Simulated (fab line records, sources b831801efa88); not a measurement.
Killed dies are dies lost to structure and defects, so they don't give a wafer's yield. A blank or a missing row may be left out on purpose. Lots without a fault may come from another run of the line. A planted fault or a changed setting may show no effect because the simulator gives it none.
Split-lot experiment | flow sfq_line | 5 lots, 23 wafers read, on a route of 325 steps

THE SPLIT
At SFQ_TRILAYER_I4_VIA_LITHO_COAT_103 (resist thk 650 nm), the setting resist_thk_nm was moved away from the recipe's 650 nm on 8 of the 23 wafers read, by -4.6% to +2.1%. The other wafers ran this setting at the recipe's value.

The file shows no step between the split and the reading.

THE READING
KrF_of_TRILAYER_I4_VIA_LITHO_COAT_103.thk_nm (the simulator's own value, which no gauge read), in nm, at SFQ_TRILAYER_I4_VIA_ETCH_VIA_ETCH_106 (etches SiO2 in CHF3, stops on Nb, target depth 260 nm). The file gives no usual value for it. The 15 wafers here that ran the recipe average 527.6 nm, standard deviation 2.1 nm.

wafer  | tool, chamber at the split | resist_thk_nm as run, nm | against the recipe | KrF_of_TRILAYER_I4_VIA_LITHO_COAT_103.thk_nm, nm | against lot-mates on the recipe
L074.1 | litho_track-04, 0          | 650                      | recipe             | 530.1                                            | -
L074.2 | litho_track-04, 0          | 650                      | recipe             | 526.3                                            | -
L074.3 | litho_track-04, 0          | 650                      | recipe             | 526.1                                            | -
L074.4 | litho_track-04, 0          | 650                      | recipe             | 529.9                                            | -
L074.5 | litho_track-04, 0          | 650                      | recipe             | 530.2                                            | -
L075.1 | litho_track-04, 0          | 650                      | recipe             | 530.5                                            | -
L075.2 | litho_track-04, 0          | 650                      | recipe             | 526.8                                            | -
L075.4 | litho_track-04, 0          | 650                      | recipe             | 528.3                                            | -
L079.1 | litho_track-03, 0          | 619.9                    | -4.6%              | 496.8                                            | -31.6
L079.3 | litho_track-03, 0          | 619.9                    | -4.6%              | 499.4                                            | -29.0
L079.4 | litho_track-03, 0          | 619.9                    | -4.6%              | 499.1                                            | -29.2
L079.5 | litho_track-03, 0          | 650                      | recipe             | 528.5                                            | -
L079.6 | litho_track-03, 0          | 650                      | recipe             | 528.2                                            | -
L081.2 | litho_track-03, 0          | 650                      | recipe             | 525.6                                            | -
L081.3 | litho_track-03, 0          | 650                      | recipe             | 524.2                                            | -
L081.4 | litho_track-03, 0          | 663.8                    | +2.1%              | 538.6                                            | +13.7
L081.5 | litho_track-03, 0          | 650                      | recipe             | 524.9                                            | -
L081.6 | litho_track-03, 0          | 663.8                    | +2.1%              | 540.4                                            | +15.5
L084.1 | litho_track-01, 0          | 631.3                    | -2.9%              | 507.9                                            | -19.4
L084.2 | litho_track-01, 0          | 650                      | recipe             | 524.9                                            | -
L084.3 | litho_track-01, 0          | 631.3                    | -2.9%              | 508.1                                            | -19.2
L084.4 | litho_track-01, 0          | 650                      | recipe             | 529.7                                            | -
L084.5 | litho_track-01, 0          | 631.3                    | -2.9%              | 508.6                                            | -18.7

THE FIT
A straight line over all 23 wafers: KrF_of_TRILAYER_I4_VIA_LITHO_COAT_103.thk_nm changes by +6.29 nm for each +1% of resist_thk_nm; r = +0.99; the points scatter about the line by 2 nm.
The same after taking each lot's own level away (the mean of its wafers on the recipe; 23 wafers): +6.56 nm for each +1%; r = +0.99; scatter 1.5 nm.
On that fit, the largest move of resist_thk_nm shifts the reading by 30 nm.
The lots' own levels span 524.90 to 528.53 nm, that is 1.7 times the standard deviation above.
So the lot-to-lot level changes the slope little: the two slopes agree.
Check: with one of the wafers moved furthest among these (-4.6%) left out of the fit, the line predicts -29.9 nm for it against its lot-mates. It came out at -31.6 nm against them.

OTHER SPLITS ON THESE WAFERS
These wafers also went through other splits before the reading. Each is held against what the fit with the lots' levels taken away leaves over:
other split on the same wafers                    | wafers away from the commonest value | r with KrF_of_TRILAYER_I4_VIA_LITHO_COAT_103.thk_nm (lot level and that fit taken away)
SFQ_TRILAYER_I2_VIA_BARC_OPEN_VIA_ETCH_096 time_s | 6                                    | +0.13
SFQ_TRILAYER_M3_LITHO_COAT_075 spin_rpm           | 4                                    | -0.07
SFQ_TRILAYER_M4_LITHO_COAT_093 resist_thk_nm      | 11                                   | +0.16
SFQ_TRILAYER_I4_DEP_PECVD_099 time_s              | 7                                    | -0.30

THE WHOLE CHAIN: every reading that the file lists as answering this split, in the file's order
step                                  | what it does                                          | reading                                                                                       | change (the file's fit)              | r (the file's)
SFQ_TRILAYER_I4_VIA_LITHO_COAT_103    | resist thk 650 nm                                     | KrF_of_TRILAYER_I4_VIA_LITHO_COAT_103.thk_nm (the simulator's own value, which no gauge read) | +6.74 nm for each +1% of the setting | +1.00
SFQ_TRILAYER_I4_VIA_ETCH_VIA_ETCH_106 | etches SiO2 in CHF3, stops on Nb, target depth 260 nm | KrF_of_TRILAYER_I4_VIA_LITHO_COAT_103.thk_nm (the simulator's own value, which no gauge read) | +6.56 nm for each +1% of the setting | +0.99

THE FILE'S OWN FIT
KrF_of_TRILAYER_I4_VIA_LITHO_COAT_103.thk_nm changes by +6.56 nm for each +1% of resist_thk_nm, r = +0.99.
